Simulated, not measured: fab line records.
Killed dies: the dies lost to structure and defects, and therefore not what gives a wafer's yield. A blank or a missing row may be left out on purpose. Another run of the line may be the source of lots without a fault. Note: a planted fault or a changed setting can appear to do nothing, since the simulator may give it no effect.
fab line records / flow sky130 / part 2 of 2: steps 26 to 37 of 37
record lots=5 wafers=15 last_day=50
route steps=708 shown CAP2M@615 METAL4@621 VIA4@639
lots untouched by any fault: they come from a run of this same line in which no faults occurred
start_h: hours from the record's first day to the start of the lot's first wafer shown / wait_h: how many hours have passed since the lot's step before this one / " repeats the value in the row above / L1.1+2: several wafers, shown together as one row / - no value present, or no start provided / * or withheld: withheld / < > ~ a bound
route shown NAME@n: NAME is a module with steps in the file, n the number in the route of the first one / usual: mean/standard deviation taken from wafers without a fault / same: alike in all rows / chamber/n: place in a boat / sites: per-site readings / _std_site: how widely they spread, as a standard deviation / _edge_site: mean of outer sites minus mean of inner sites / radius_mm: how far each site lies from the wafer's centre / mask NAME#n: copy n / behind: the tool/chamber that last shaped the wafer / hold: what put the lot on hold/how long, in hours/how the hold closed / device: transistor that didn't switch, given as n, p or np / end of line: the same wafers' tests at the end of the route / a step given without rows: its recipe and nothing more / killed: at the first sort, the dies lost to defects and structure; wafer yield is something else / map: the dies of a wafer, with x for killed, . for not killed, _ for no die there
set.NAME: setting as actually run; set.NAME@STEP: the setting as run at that earlier step / model.NAME: the simulator's own value behind a step, which no gauge read
certain route steps with their lots: each step a table, each wafer a row
services: when a tool's chamber went out of use (start_h, in hours from the record's first day, below 0 if earlier), for how many hours, and the reason
## steps
# step SKY_VIA4_THK_MEAS_01
# recipe reads=SiO2_of_VIA4_HDPCVD_00
# usual VIA4_HDPCVD_THK=1748/20
lot.wafer=L076.1 tool=film_metro-04 chamber=- start_h=991.36 wait_h=0.1 VIA4_HDPCVD_THK[nm]=1719
lot.wafer=L076.2 tool=film_metro-04 chamber=- start_h=991.36 wait_h=0.1 VIA4_HDPCVD_THK[nm]=1690
lot.wafer=L076.3 tool=film_metro-04 chamber=- start_h=991.36 wait_h=0.1 VIA4_HDPCVD_THK[nm]=1762
lot.wafer=L084.3 tool=film_metro-01 chamber=- start_h=1050.19 wait_h=0.1 VIA4_HDPCVD_THK[nm]=1727
lot.wafer=L084.5 tool=film_metro-01 chamber=- start_h=1050.19 wait_h=0.1 VIA4_HDPCVD_THK[nm]=1730
lot.wafer=L084.6 tool=film_metro-01 chamber=- start_h=1050.19 wait_h=0.1 VIA4_HDPCVD_THK[nm]=1747
lot.wafer=L088.2 tool=film_metro-03 chamber=- start_h=1070.64 wait_h=0.1 VIA4_HDPCVD_THK[nm]=1779
lot.wafer=L088.3 tool=film_metro-03 chamber=- start_h=1070.64 wait_h=0.1 VIA4_HDPCVD_THK[nm]=1759
lot.wafer=L088.5 tool=film_metro-03 chamber=- start_h=1070.64 wait_h=0.1 VIA4_HDPCVD_THK[nm]=1753
lot.wafer=L094.2 tool=film_metro-01 chamber=- start_h=1109.56 wait_h=0.1 VIA4_HDPCVD_THK[nm]=1760
lot.wafer=L094.3 tool=film_metro-01 chamber=- start_h=1109.56 wait_h=0.1 VIA4_HDPCVD_THK[nm]=1780
lot.wafer=L094.6 tool=film_metro-01 chamber=- start_h=1109.56 wait_h=0.1 VIA4_HDPCVD_THK[nm]=1761
lot.wafer=L096.2 tool=film_metro-04 chamber=- start_h=1115.14 wait_h=0.1 VIA4_HDPCVD_THK[nm]=1755
lot.wafer=L096.4 tool=film_metro-04 chamber=- start_h=1115.14 wait_h=0.1 VIA4_HDPCVD_THK[nm]=1756
lot.wafer=L096.6 tool=film_metro-04 chamber=- start_h=1115.14 wait_h=0.1 VIA4_HDPCVD_THK[nm]=1766
# step SKY_VIA4_CMP_02
# recipe material=SiO2 down_force_psi=4 platen_rpm=60 pad_velocity_m_s=0.94248
# usual motor_current_A=12.1/0.98 retaining_ring_pressure_frac=1.000/0.0052
lot.wafer=L076.1 tool=cmp-02 chamber=2 start_h=991.42 wait_h=0.1 motor_current_A=11.6 retaining_ring_pressure_frac=0.998
lot.wafer=L076.3 tool=cmp-02 chamber=3 start_h=991.42 wait_h=0.1 motor_current_A=12.0 retaining_ring_pressure_frac=1.006
lot.wafer=L076.2 tool=cmp-02 chamber=0 start_h=991.42 wait_h=0.1 motor_current_A=13.0 retaining_ring_pressure_frac=0.992
lot.wafer=L084.3 tool=cmp-01 chamber=3 start_h=1050.38 wait_h=0.2 motor_current_A=13.0 retaining_ring_pressure_frac=0.997
lot.wafer=L084.6 tool=cmp-01 chamber=0 start_h=1050.38 wait_h=0.2 motor_current_A=12.6 retaining_ring_pressure_frac=1.006
lot.wafer=L084.5 tool=cmp-01 chamber=1 start_h=1050.38 wait_h=0.2 motor_current_A=11.4 retaining_ring_pressure_frac=1.003
lot.wafer=L088.3 tool=cmp-01 chamber=3 start_h=1070.69 wait_h=0.0 motor_current_A=12.7 retaining_ring_pressure_frac=1.006
lot.wafer=L088.2 tool=cmp-01 chamber=2 start_h=1070.69 wait_h=0.0 motor_current_A=10.7 retaining_ring_pressure_frac=0.996
lot.wafer=L088.5 tool=cmp-01 chamber=0 start_h=1070.69 wait_h=0.0 motor_current_A=12.2 retaining_ring_pressure_frac=0.998
lot.wafer=L094.2 tool=cmp-01 chamber=3 start_h=1109.69 wait_h=0.1 motor_current_A=12.1 retaining_ring_pressure_frac=1.002
lot.wafer=L094.3 tool=cmp-01 chamber=1 start_h=1109.69 wait_h=0.1 motor_current_A=10.2 retaining_ring_pressure_frac=0.988
lot.wafer=L094.6 tool=cmp-01 chamber=3 start_h=1109.69 wait_h=0.1 motor_current_A=13.0 retaining_ring_pressure_frac=1.005
lot.wafer=L096.2 tool=cmp-02 chamber=1 start_h=1115.19 wait_h=0.0 motor_current_A=12.4 retaining_ring_pressure_frac=1.007
lot.wafer=L096.4 tool=cmp-02 chamber=3 start_h=1115.19 wait_h=0.0 motor_current_A=12.2 retaining_ring_pressure_frac=1.004
lot.wafer=L096.6 tool=cmp-02 chamber=1 start_h=1115.19 wait_h=0.0 motor_current_A=12.0 retaining_ring_pressure_frac=1.001
# step SKY_VIA4_BOW_MEAS_03
# recipe mode=bow
# usual VIA4_BOW=78/8.7
lot.wafer=L076.1 tool=film_metro-03 chamber=- start_h=991.72 wait_h=0.2 VIA4_BOW[um]=84
lot.wafer=L076.2 tool=film_metro-03 chamber=- start_h=991.72 wait_h=0.2 VIA4_BOW[um]=82
lot.wafer=L076.3 tool=film_metro-03 chamber=- start_h=991.72 wait_h=0.2 VIA4_BOW[um]=80
lot.wafer=L084.3 tool=film_metro-04 chamber=- start_h=1050.57 wait_h=0.1 VIA4_BOW[um]=76
lot.wafer=L084.5 tool=film_metro-04 chamber=- start_h=1050.57 wait_h=0.1 VIA4_BOW[um]=73
lot.wafer=L084.6 tool=film_metro-04 chamber=- start_h=1050.57 wait_h=0.1 VIA4_BOW[um]=60
lot.wafer=L088.2 tool=film_metro-03 chamber=- start_h=1071.01 wait_h=0.1 VIA4_BOW[um]=77
lot.wafer=L088.3 tool=film_metro-03 chamber=- start_h=1071.01 wait_h=0.1 VIA4_BOW[um]=93
lot.wafer=L088.5 tool=film_metro-03 chamber=- start_h=1071.01 wait_h=0.1 VIA4_BOW[um]=79
lot.wafer=L094.2 tool=film_metro-03 chamber=- start_h=1110.01 wait_h=0.3 VIA4_BOW[um]=83
lot.wafer=L094.3 tool=film_metro-03 chamber=- start_h=1110.01 wait_h=0.3 VIA4_BOW[um]=77
lot.wafer=L094.6 tool=film_metro-03 chamber=- start_h=1110.01 wait_h=0.3 VIA4_BOW[um]=85
lot.wafer=L096.2 tool=film_metro-03 chamber=- start_h=1115.51 wait_h=0.3 VIA4_BOW[um]=99
lot.wafer=L096.4 tool=film_metro-03 chamber=- start_h=1115.51 wait_h=0.3 VIA4_BOW[um]=91
lot.wafer=L096.6 tool=film_metro-03 chamber=- start_h=1115.51 wait_h=0.3 VIA4_BOW[um]=99
# step SKY_VIA4_DEHYDRATE_04
# recipe temp_c=200 time_s=60
lot.wafer=L076.1+2+3 tool=litho_track-01 chamber=0 start_h=1002.86 wait_h=11.1
lot.wafer=L084.3+5+6 tool=litho_track-04 chamber=0 start_h=1061.47 wait_h=10.9
lot.wafer=L088.2+3+5 tool=litho_track-01 chamber=0 start_h=1081.13 wait_h=10.1
lot.wafer=L094.2+3+6 tool=litho_track-02 chamber=0 start_h=1118.64 wait_h=8.6
lot.wafer=L096.2+4+6 tool=litho_track-01 chamber=0 start_h=1124.88 wait_h=9.3
# step SKY_VIA4_HMDS_05
# recipe prime_time_s=60 prime_temp_c=120
# same prime_time_s=60
lot.wafer=L076.1+2+3 tool=litho_track-01 chamber=0 start_h=1003.01 wait_h=0.1
lot.wafer=L084.3+5+6 tool=litho_track-04 chamber=0 start_h=1061.62 wait_h=0.1
lot.wafer=L088.2+3+5 tool=litho_track-01 chamber=0 start_h=1081.28 wait_h=0.1
lot.wafer=L094.2+3+6 tool=litho_track-02 chamber=0 start_h=1118.79 wait_h=0.1
lot.wafer=L096.2+4+6 tool=litho_track-01 chamber=0 start_h=1125.03 wait_h=0.1
# step SKY_VIA4_COAT_06
# recipe resist=NOVOLAK spin_rpm=3000 resist_thk_nm=1140
lot.wafer=L076.1+2+3 tool=litho_track-01 chamber=0 start_h=1003.16 wait_h=0.1
lot.wafer=L084.3+5+6 tool=litho_track-04 chamber=0 start_h=1061.77 wait_h=0.1
lot.wafer=L088.2+3+5 tool=litho_track-01 chamber=0 start_h=1081.43 wait_h=0.1
lot.wafer=L094.2+3+6 tool=litho_track-02 chamber=0 start_h=1118.94 wait_h=0.1
lot.wafer=L096.2+4+6 tool=litho_track-01 chamber=0 start_h=1125.18 wait_h=0.1
# step SKY_VIA4_SOFTBAKE_07
# recipe temp_c=90 time_s=60 resist=NOVOLAK
lot.wafer=L076.1+2+3 tool=litho_track-01 chamber=0 start_h=1003.31 wait_h=0.1
lot.wafer=L084.3+5+6 tool=litho_track-04 chamber=0 start_h=1061.92 wait_h=0.1
lot.wafer=L088.2+3+5 tool=litho_track-01 chamber=0 start_h=1081.58 wait_h=0.1
lot.wafer=L094.2+3+6 tool=litho_track-02 chamber=0 start_h=1119.09 wait_h=0.1
lot.wafer=L096.2+4+6 tool=litho_track-01 chamber=0 start_h=1125.33 wait_h=0.1
# step SKY_VIA4_EXPOSE_08
# recipe mask_id=VIM4 na=0.6 source_shape=conventional sigma_outer=0.6 polarization=unpolarized target_cd_nm=800 dose_mj=132
# usual exposure_dose_mJ_cm2=132.00/0.14 focus_offset_nm=0.0/0.55
lot.wafer=L076.1 tool=iline_stepper-01 chamber=0 start_h=- wait_h=- mask=VIM4#0 exposure_dose_mJ_cm2=132.00 focus_offset_nm=-0.3
lot.wafer=L076.2 tool=iline_stepper-01 chamber=0 start_h=- wait_h=- mask=VIM4#0 exposure_dose_mJ_cm2=132.30 focus_offset_nm=-0.8
lot.wafer=L076.3 tool=iline_stepper-01 chamber=0 start_h=- wait_h=- mask=VIM4#0 exposure_dose_mJ_cm2=132.20 focus_offset_nm=-0.9
lot.wafer=L084.3 tool=iline_stepper-02 chamber=0 start_h=- wait_h=- mask=VIM4#0 exposure_dose_mJ_cm2=131.96 focus_offset_nm=0.9
lot.wafer=L084.5 tool=iline_stepper-02 chamber=0 start_h=- wait_h=- mask=VIM4#0 exposure_dose_mJ_cm2=132.11 focus_offset_nm=0.2
lot.wafer=L084.6 tool=iline_stepper-02 chamber=0 start_h=- wait_h=- mask=VIM4#0 exposure_dose_mJ_cm2=132.09 focus_offset_nm=0.3
lot.wafer=L088.2 tool=iline_stepper-01 chamber=0 start_h=- wait_h=- mask=VIM4#0 exposure_dose_mJ_cm2=131.99 focus_offset_nm=1.1
lot.wafer=L088.3 tool=iline_stepper-01 chamber=0 start_h=- wait_h=- mask=VIM4#0 exposure_dose_mJ_cm2=131.98 focus_offset_nm=0.6
lot.wafer=L088.5 tool=iline_stepper-01 chamber=0 start_h=- wait_h=- mask=VIM4#0 exposure_dose_mJ_cm2=132.02 focus_offset_nm=0.6
lot.wafer=L094.2 tool=iline_stepper-01 chamber=0 start_h=- wait_h=- mask=VIM4#0 exposure_dose_mJ_cm2=132.02 focus_offset_nm=0.0
lot.wafer=L094.3 tool=iline_stepper-01 chamber=0 start_h=- wait_h=- mask=VIM4#0 exposure_dose_mJ_cm2=132.00 focus_offset_nm=-0.5
lot.wafer=L094.6 tool=iline_stepper-01 chamber=0 start_h=- wait_h=- mask=VIM4#0 exposure_dose_mJ_cm2=132.15 focus_offset_nm=1.2
lot.wafer=L096.2 tool=iline_stepper-01 chamber=0 start_h=- wait_h=- mask=VIM4#0 exposure_dose_mJ_cm2=131.99 focus_offset_nm=-0.8
lot.wafer=L096.4 tool=iline_stepper-01 chamber=0 start_h=- wait_h=- mask=VIM4#0 exposure_dose_mJ_cm2=131.93 focus_offset_nm=-0.2
lot.wafer=L096.6 tool=iline_stepper-01 chamber=0 start_h=- wait_h=- mask=VIM4#0 exposure_dose_mJ_cm2=132.16 focus_offset_nm=-0.6
# step SKY_VIA4_PEB_09
# recipe temp_c=withheld time_s=* resist=NOVOLAK
lot.wafer=L076.1+2+3 tool=litho_track-01 chamber=0 start_h=- wait_h=-
lot.wafer=L084.3+5+6 tool=litho_track-01 chamber=0 start_h=- wait_h=-
lot.wafer=L088.2+3+5 tool=litho_track-02 chamber=0 start_h=- wait_h=-
lot.wafer=L094.2+3+6 tool=litho_track-02 chamber=0 start_h=- wait_h=-
lot.wafer=L096.2+4+6 tool=litho_track-04 chamber=0 start_h=- wait_h=-
# step SKY_VIA4_DEVELOP_10
# recipe resist=NOVOLAK developer=TMAH develop_time_s=60 dev_temp_c=23
lot.wafer=L076.1+2+3 tool=litho_track-01 chamber=0 start_h=1014.91 wait_h=0.1
lot.wafer=L084.3+5+6 tool=litho_track-01 chamber=0 start_h=1072.16 wait_h=0.1
lot.wafer=L088.2+3+5 tool=litho_track-02 chamber=0 start_h=1092.29 wait_h=0.1
lot.wafer=L094.2+3+6 tool=litho_track-02 chamber=0 start_h=1129.59 wait_h=0.1
lot.wafer=L096.2+4+6 tool=litho_track-04 chamber=0 start_h=1134.85 wait_h=0.1
# step SKY_VIA4_OVL_MEAS_11
# usual VIA4_OVL=-0.2/1.4
lot.wafer=L076.1 tool=overlay-01 chamber=- start_h=1015.06 wait_h=0.1 VIA4_OVL[nm]=2.3
lot.wafer=L076.2 tool=overlay-01 chamber=- start_h=1015.06 wait_h=0.1 VIA4_OVL[nm]=0.5
lot.wafer=L076.3 tool=overlay-01 chamber=- start_h=1015.06 wait_h=0.1 VIA4_OVL[nm]=0.6
lot.wafer=L084.3 tool=overlay-01 chamber=- start_h=1072.27 wait_h=0.1 VIA4_OVL[nm]=0.5
lot.wafer=L084.5 tool=overlay-01 chamber=- start_h=1072.27 wait_h=0.1 VIA4_OVL[nm]=-1.1
lot.wafer=L084.6 tool=overlay-01 chamber=- start_h=1072.27 wait_h=0.1 VIA4_OVL[nm]=-1.5
lot.wafer=L088.2 tool=overlay-02 chamber=- start_h=1092.42 wait_h=0.1 VIA4_OVL[nm]=-2.0
lot.wafer=L088.3 tool=overlay-02 chamber=- start_h=1092.42 wait_h=0.1 VIA4_OVL[nm]=-2.5
lot.wafer=L088.5 tool=overlay-02 chamber=- start_h=1092.42 wait_h=0.1 VIA4_OVL[nm]=-1.6
lot.wafer=L094.2 tool=overlay-01 chamber=- start_h=1129.72 wait_h=0.1 VIA4_OVL[nm]=1.1
lot.wafer=L094.3 tool=overlay-01 chamber=- start_h=1129.72 wait_h=0.1 VIA4_OVL[nm]=3.5
lot.wafer=L094.6 tool=overlay-01 chamber=- start_h=1129.72 wait_h=0.1 VIA4_OVL[nm]=1.6
lot.wafer=L096.2 tool=overlay-02 chamber=- start_h=1134.98 wait_h=0.1 VIA4_OVL[nm]=-2.2
lot.wafer=L096.4 tool=overlay-02 chamber=- start_h=1134.98 wait_h=0.1 VIA4_OVL[nm]=-1.3
lot.wafer=L096.6 tool=overlay-02 chamber=- start_h=1134.98 wait_h=0.1 VIA4_OVL[nm]=-3.1
# step SKY_VIA4_ETCH_12
# recipe target=SiO2 chemistry=C4F8/O2/Ar stop_on=TiN mask_material=NOVOLAK source_w=1460 bias_w=1200 pressure_mtorr=40 c4f8_flow_sccm=withheld O2_flow_sccm=6 Ar_flow_sccm=300 time_s=withheld target_depth_a=5800
# usual bias_w=1200/3.1 oes_product_au=0.927/0.0043
lot.wafer=L076.1 tool=rie_diel-02 chamber=1 start_h=1015.09 wait_h=0.0 bias_w=1206 oes_product_au=0.929
lot.wafer=L076.2 tool=rie_diel-02 chamber=3 start_h=1015.09 wait_h=0.0 bias_w=1200 oes_product_au=0.920
lot.wafer=L076.3 tool=rie_diel-02 chamber=1 start_h=1015.09 wait_h=0.0 bias_w=1205 oes_product_au=0.928
lot.wafer=L084.3 tool=rie_diel-02 chamber=1 start_h=1072.29 wait_h=0.0 bias_w=1198 oes_product_au=0.926
lot.wafer=L084.5 tool=rie_diel-02 chamber=2 start_h=1072.29 wait_h=0.0 bias_w=1198 oes_product_au=0.916
lot.wafer=L084.6 tool=rie_diel-02 chamber=0 start_h=1072.29 wait_h=0.0 bias_w=1200 oes_product_au=0.923
lot.wafer=L088.2 tool=rie_diel-03 chamber=0 start_h=1092.45 wait_h=0.0 bias_w=1198 oes_product_au=0.926
lot.wafer=L088.3 tool=rie_diel-03 chamber=2 start_h=1092.45 wait_h=0.0 bias_w=1199 oes_product_au=0.933
lot.wafer=L088.5 tool=rie_diel-03 chamber=2 start_h=1092.45 wait_h=0.0 bias_w=1205 oes_product_au=0.928
lot.wafer=L094.2 tool=rie_diel-02 chamber=1 start_h=1129.75 wait_h=0.0 bias_w=1199 oes_product_au=0.931
lot.wafer=L094.3 tool=rie_diel-02 chamber=2 start_h=1129.75 wait_h=0.0 bias_w=1204 oes_product_au=0.928
lot.wafer=L094.6 tool=rie_diel-02 chamber=1 start_h=1129.75 wait_h=0.0 bias_w=1198 oes_product_au=0.927
lot.wafer=L096.2 tool=rie_diel-04 chamber=0 start_h=1135.01 wait_h=0.0 bias_w=1200 oes_product_au=0.925
lot.wafer=L096.4 tool=rie_diel-04 chamber=1 start_h=1135.01 wait_h=0.0 bias_w=1198 oes_product_au=0.928
lot.wafer=L096.6 tool=rie_diel-04 chamber=1 start_h=1135.01 wait_h=0.0 bias_w=1197 oes_product_au=0.922
## services
tool=hdpcvd-02 chamber=- start_h=950.33 hours=15.0 kind=pm
tool=rie_metal-03 chamber=0 start_h=955.49 hours=9.2 kind=repair
tool=krf_scanner-01 chamber=- start_h=963.13 hours=1.3 kind=pm
tool=rie_diel-01 chamber=2 start_h=976.88 hours=6.3 kind=repair
tool=rie_metal-04 chamber=1 start_h=977.58 hours=15.4 kind=repair
tool=rie_diel-03 chamber=- start_h=979.98 hours=15.6 kind=pm
tool=cmp-01 chamber=- start_h=984.95 hours=4.6 kind=repair
tool=iline_stepper-01 chamber=- start_h=988.13 hours=4.4 kind=pm
tool=plasma_asher-01 chamber=- start_h=991.52 hours=1.2 kind=repair
tool=rie_metal-02 chamber=0 start_h=1008.87 hours=22.0 kind=repair
tool=rie_diel-01 chamber=- start_h=1010.50 hours=2.8 kind=pm
tool=rie_diel-02 chamber=2 start_h=1013.45 hours=5.2 kind=repair
tool=rie_diel-02 chamber=0 start_h=1014.00 hours=1.7 kind=repair
tool=rie_diel-03 chamber=2 start_h=1017.03 hours=4.3 kind=repair
tool=cmp-01 chamber=- start_h=1027.72 hours=5.3 kind=repair
tool=rie_diel-02 chamber=3 start_h=1040.57 hours=45.5 kind=repair
tool=rie_diel-02 chamber=1 start_h=1051.86 hours=2.7 kind=repair
tool=iline_stepper-01 chamber=- start_h=1053.24 hours=9.2 kind=repair
tool=rie_diel-01 chamber=3 start_h=1063.39 hours=11.3 kind=repair
tool=rie_diel-01 chamber=- start_h=1067.27 hours=0.2 kind=repair
tool=iline_stepper-01 chamber=- start_h=1084.43 hours=1.7 kind=pm
tool=krf_scanner-01 chamber=- start_h=1093.11 hours=0.8 kind=pm
tool=krf_scanner-01 chamber=- start_h=1103.86 hours=1.0 kind=pm
tool=plasma_asher-04 chamber=- start_h=1108.99 hours=2.9 kind=repair
